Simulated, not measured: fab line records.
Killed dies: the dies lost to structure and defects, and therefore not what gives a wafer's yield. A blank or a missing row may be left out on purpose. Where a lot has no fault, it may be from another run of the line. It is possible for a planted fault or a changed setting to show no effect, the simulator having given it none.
The tool behind it: which one? || flow sky130 || 33 wafers from 11 lots sampled at 5 of the route's 708 steps

WHAT EACH GAUGE READ, for each wafer
SKY_VIA3_OVL_MEAS_13. Usual: for VIA3_OVL the level is -6 nm and the standard deviation is 6.6.
{"lot": "L417", "measured": "day 40 20:15", "on": "overlay-02", "VIA3_OVL (nm)": "1 -3 -7", "flag": ""}
{"lot": "L418", "measured": "day 41 12:37", "on": "overlay-02", "VIA3_OVL (nm)": "-23 -22 -18", "flag": ""}
{"lot": "L420", "measured": "day 41 16:35", "on": "overlay-02", "VIA3_OVL (nm)": "-6 -1 -2", "flag": ""}
{"lot": "L419", "measured": "day 41 20:49", "on": "overlay-02", "VIA3_OVL (nm)": "-10 -6 0", "flag": ""}
{"lot": "L421", "measured": "day 42 01:12", "on": "overlay-01", "VIA3_OVL (nm)": "-4 2 -2", "flag": ""}
{"lot": "L423", "measured": "day 42 15:56", "on": "overlay-02", "VIA3_OVL (nm)": "0 -4 -2", "flag": ""}
{"lot": "L426", "measured": "day 43 14:40", "on": "overlay-01", "VIA3_OVL (nm)": "-1 0 0", "flag": ""}
{"lot": "L427", "measured": "day 44 00:17", "on": "overlay-02", "VIA3_OVL (nm)": "-19 -13 -21", "flag": ""}
{"lot": "L432", "measured": "day 44 22:47", "on": "overlay-01", "VIA3_OVL (nm)": "-4 -8 -1", "flag": ""}
{"lot": "L433", "measured": "day 45 01:00", "on": "overlay-01", "VIA3_OVL (nm)": "-5 -8 3", "flag": ""}
{"lot": "L435", "measured": "day 45 11:17", "on": "overlay-01", "VIA3_OVL (nm)": "-14 -9 -9", "flag": ""}

SKY_CAP2M_THK_MEAS_01. Usual: for CAP2M_CVD_00_THK the level is 15.57 nm and the standard deviation is 0.24.
{"lot": "L417", "measured": "day 40 21:50", "on": "filmMetro-01", "CAP2M_CVD_00_THK (nm)": "14.93 15.47 15.24", "flag": ""}
{"lot": "L418", "measured": "day 41 14:11", "on": "filmMetro-04", "CAP2M_CVD_00_THK (nm)": "15.65 15.82 15.83", "flag": ""}
{"lot": "L420", "measured": "day 41 18:11", "on": "filmMetro-01", "CAP2M_CVD_00_THK (nm)": "15.53 15.69 15.66", "flag": ""}
{"lot": "L419", "measured": "day 41 22:26", "on": "filmMetro-01", "CAP2M_CVD_00_THK (nm)": "15.81 15.97 15.47", "flag": ""}
{"lot": "L421", "measured": "day 42 02:49", "on": "filmMetro-01", "CAP2M_CVD_00_THK (nm)": "15.50 15.99 15.63", "flag": ""}
{"lot": "L423", "measured": "day 42 17:31", "on": "filmMetro-03", "CAP2M_CVD_00_THK (nm)": "14.01 13.90 15.80", "flag": "OFF"}
{"lot": "L426", "measured": "day 43 16:25", "on": "filmMetro-01", "CAP2M_CVD_00_THK (nm)": "15.17 13.67 13.86", "flag": "OFF"}
{"lot": "L427", "measured": "day 44 01:52", "on": "filmMetro-01", "CAP2M_CVD_00_THK (nm)": "15.45 15.16 15.55", "flag": ""}
{"lot": "L432", "measured": "day 45 00:22", "on": "filmMetro-01", "CAP2M_CVD_00_THK (nm)": "15.81 16.08 15.96", "flag": ""}
{"lot": "L433", "measured": "day 45 02:35", "on": "filmMetro-03", "CAP2M_CVD_00_THK (nm)": "15.71 15.76 15.33", "flag": ""}
{"lot": "L435", "measured": "day 45 12:57", "on": "filmMetro-04", "CAP2M_CVD_00_THK (nm)": "15.36 15.81 15.63", "flag": ""}

WHICH TOOL RAN EACH LOT (tool, then ch and the chambers of the sampled wafers, then the start)
{"lot": "L417", "SKY_METAL4_SPUTTER_03": "pvdSputter-02, day 40 21:44", "SKY_METAL4_SPUTTER_04": "pvdSputter-02, day 40 21:46", "SKY_CAP2M_CVD_00": "pecvd-03 ch 0,2, day 40 21:49"}
{"lot": "L418", "SKY_METAL4_SPUTTER_03": "pvdSputter-03, day 41 14:05", "SKY_METAL4_SPUTTER_04": "pvdSputter-03, day 41 14:07", "SKY_CAP2M_CVD_00": "pecvd-01 ch 0,1, day 41 14:10"}
{"lot": "L420", "SKY_METAL4_SPUTTER_03": "pvdSputter-02, day 41 18:05", "SKY_METAL4_SPUTTER_04": "pvdSputter-02, day 41 18:06", "SKY_CAP2M_CVD_00": "pecvd-03 ch 0,2, day 41 18:09"}
{"lot": "L419", "SKY_METAL4_SPUTTER_03": "pvdSputter-02, day 41 22:20", "SKY_METAL4_SPUTTER_04": "pvdSputter-02, day 41 22:20", "SKY_CAP2M_CVD_00": "pecvd-01 ch 0,1,2, day 41 22:23"}
{"lot": "L421", "SKY_METAL4_SPUTTER_03": "pvdSputter-04, day 42 02:43", "SKY_METAL4_SPUTTER_04": "pvdSputter-04, day 42 02:43", "SKY_CAP2M_CVD_00": "pecvd-01 ch 1,2, day 42 02:46"}
{"lot": "L423", "SKY_METAL4_SPUTTER_03": "pvdSputter-02, day 42 17:26", "SKY_METAL4_SPUTTER_04": "pvdSputter-02, day 42 17:27", "SKY_CAP2M_CVD_00": "pecvd-03 ch 1,2, day 42 17:30"}
{"lot": "L426", "SKY_METAL4_SPUTTER_03": "pvdSputter-04, day 43 16:20", "SKY_METAL4_SPUTTER_04": "pvdSputter-04, day 43 16:20", "SKY_CAP2M_CVD_00": "pecvd-03 ch 0,1, day 43 16:23"}
{"lot": "L427", "SKY_METAL4_SPUTTER_03": "pvdSputter-03, day 44 01:46", "SKY_METAL4_SPUTTER_04": "pvdSputter-03, day 44 01:47", "SKY_CAP2M_CVD_00": "pecvd-01 ch 0,2, day 44 01:50"}
{"lot": "L432", "SKY_METAL4_SPUTTER_03": "pvdSputter-02, day 45 00:16", "SKY_METAL4_SPUTTER_04": "pvdSputter-02, day 45 00:17", "SKY_CAP2M_CVD_00": "pecvd-04 ch 0,2, day 45 00:20"}
{"lot": "L433", "SKY_METAL4_SPUTTER_03": "pvdSputter-02, day 45 02:28", "SKY_METAL4_SPUTTER_04": "pvdSputter-02, day 45 02:29", "SKY_CAP2M_CVD_00": "pecvd-01 ch 1,2, day 45 02:33"}
{"lot": "L435", "SKY_METAL4_SPUTTER_03": "pvdSputter-03, day 45 12:51", "SKY_METAL4_SPUTTER_04": "pvdSputter-03, day 45 12:52", "SKY_CAP2M_CVD_00": "pecvd-01 ch 1,2, day 45 12:55"}
- SKY_METAL4_SPUTTER_03: material Ti, target thk 5 nm, time 3.3 s.
- SKY_METAL4_SPUTTER_04: material TiN, target thk 70 nm, time 58.3 s.
- SKY_CAP2M_CVD_00: deposits SiO2, target thk 15.5 nm.

AS READ BY THE TOOLS THEMSELVES (means over the sampled wafers that have a number; for cases with no such wafer, the mark the record gives instead)
SKY_METAL4_SPUTTER_03. Usual: 30.1 % for throttleValvePct, sd 1.2.
{"lot": "L417", "tool": "pvdSputter-02", "throttleValvePct (%)": 29.4, "flag": ""}
{"lot": "L418", "tool": "pvdSputter-03", "throttleValvePct (%)": 29.0, "flag": ""}
{"lot": "L420", "tool": "pvdSputter-02", "throttleValvePct (%)": 30.2, "flag": ""}
{"lot": "L419", "tool": "pvdSputter-02", "throttleValvePct (%)": 30.4, "flag": ""}
{"lot": "L421", "tool": "pvdSputter-04", "throttleValvePct (%)": 30.7, "flag": ""}
{"lot": "L423", "tool": "pvdSputter-02", "throttleValvePct (%)": 29.2, "flag": ""}
{"lot": "L426", "tool": "pvdSputter-04", "throttleValvePct (%)": 31.3, "flag": ""}
{"lot": "L427", "tool": "pvdSputter-03", "throttleValvePct (%)": 29.3, "flag": ""}
{"lot": "L432", "tool": "pvdSputter-02", "throttleValvePct (%)": 29.0, "flag": ""}
{"lot": "L433", "tool": "pvdSputter-02", "throttleValvePct (%)": 28.9, "flag": ""}
{"lot": "L435", "tool": "pvdSputter-03", "throttleValvePct (%)": 29.8, "flag": ""}

SKY_METAL4_SPUTTER_04. Usual: 30.1 % for throttleValvePct, sd 1.3.
{"lot": "L417", "tool": "pvdSputter-02", "throttleValvePct (%)": 29.2, "flag": ""}
{"lot": "L418", "tool": "pvdSputter-03", "throttleValvePct (%)": 29.0, "flag": ""}
{"lot": "L420", "tool": "pvdSputter-02", "throttleValvePct (%)": 30.3, "flag": ""}
{"lot": "L419", "tool": "pvdSputter-02", "throttleValvePct (%)": 30.2, "flag": ""}
{"lot": "L421", "tool": "pvdSputter-04", "throttleValvePct (%)": 30.6, "flag": ""}
{"lot": "L423", "tool": "pvdSputter-02", "throttleValvePct (%)": 29.1, "flag": ""}
{"lot": "L426", "tool": "pvdSputter-04", "throttleValvePct (%)": 31.3, "flag": ""}
{"lot": "L427", "tool": "pvdSputter-03", "throttleValvePct (%)": 29.1, "flag": ""}
{"lot": "L432", "tool": "pvdSputter-02", "throttleValvePct (%)": 29.1, "flag": ""}
{"lot": "L433", "tool": "pvdSputter-02", "throttleValvePct (%)": 28.9, "flag": ""}
{"lot": "L435", "tool": "pvdSputter-03", "throttleValvePct (%)": 29.7, "flag": ""}

SKY_CAP2M_CVD_00. Usual: 697 W for heaterPowerW, sd 68.
{"lot": "L417", "tool": "pecvd-03", "heaterPowerW (W)": 587, "flag": ""}
{"lot": "L418", "tool": "pecvd-01", "heaterPowerW (W)": 741, "flag": ""}
{"lot": "L420", "tool": "pecvd-03", "heaterPowerW (W)": 656, "flag": ""}
{"lot": "L419", "tool": "pecvd-01", "heaterPowerW (W)": 748, "flag": ""}
{"lot": "L421", "tool": "pecvd-01", "heaterPowerW (W)": 726, "flag": ""}
{"lot": "L423", "tool": "pecvd-03", "heaterPowerW (W)": 605, "flag": ""}
{"lot": "L426", "tool": "pecvd-03", "heaterPowerW (W)": 660, "flag": ""}
{"lot": "L427", "tool": "pecvd-01", "heaterPowerW (W)": 755, "flag": ""}
{"lot": "L432", "tool": "pecvd-04", "heaterPowerW (W)": 682, "flag": ""}
{"lot": "L433", "tool": "pecvd-01", "heaterPowerW (W)": 743, "flag": ""}
{"lot": "L435", "tool": "pecvd-01", "heaterPowerW (W)": 733, "flag": ""}

THE ANSWER, worked out from the rows above alone
Rule: lot off if the mean of its wafers having a number is beyond 3 standard deviations from the usual mean. Also off: a lot with no number at a reading for which 4 or more lots have one. The other lots that the step has rows for count as sound. The gauges are gone through in route order, then the tools' own readings, and for those a lot's mean is taken as printed above. The first step at which some lot is off is used, and at that step the reading that is off furthest; a lot without a number counts as furthest.
Off: L423, L426, at SKY_CAP2M_THK_MEAS_01 (CAP2M_CVD_00_THK).
A tool fits if, at a process step before that reading, it ran every lot that is off, and no sound lot after the first of them. Those tools and the gauges at SKY_CAP2M_THK_MEAS_01 are tried in the same way. One fits: pecvd-03 at SKY_CAP2M_CVD_00. Its last sound lot is L420 (day 41 18:09), its first lot that is off L423 (day 42 17:30): a fault that began between those two fits.

WHAT THE SIMULATOR PUT IN
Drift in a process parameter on pecvd-03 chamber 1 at SKY_CAP2M_CVD_00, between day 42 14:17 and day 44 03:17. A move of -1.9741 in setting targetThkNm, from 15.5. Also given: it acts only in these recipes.
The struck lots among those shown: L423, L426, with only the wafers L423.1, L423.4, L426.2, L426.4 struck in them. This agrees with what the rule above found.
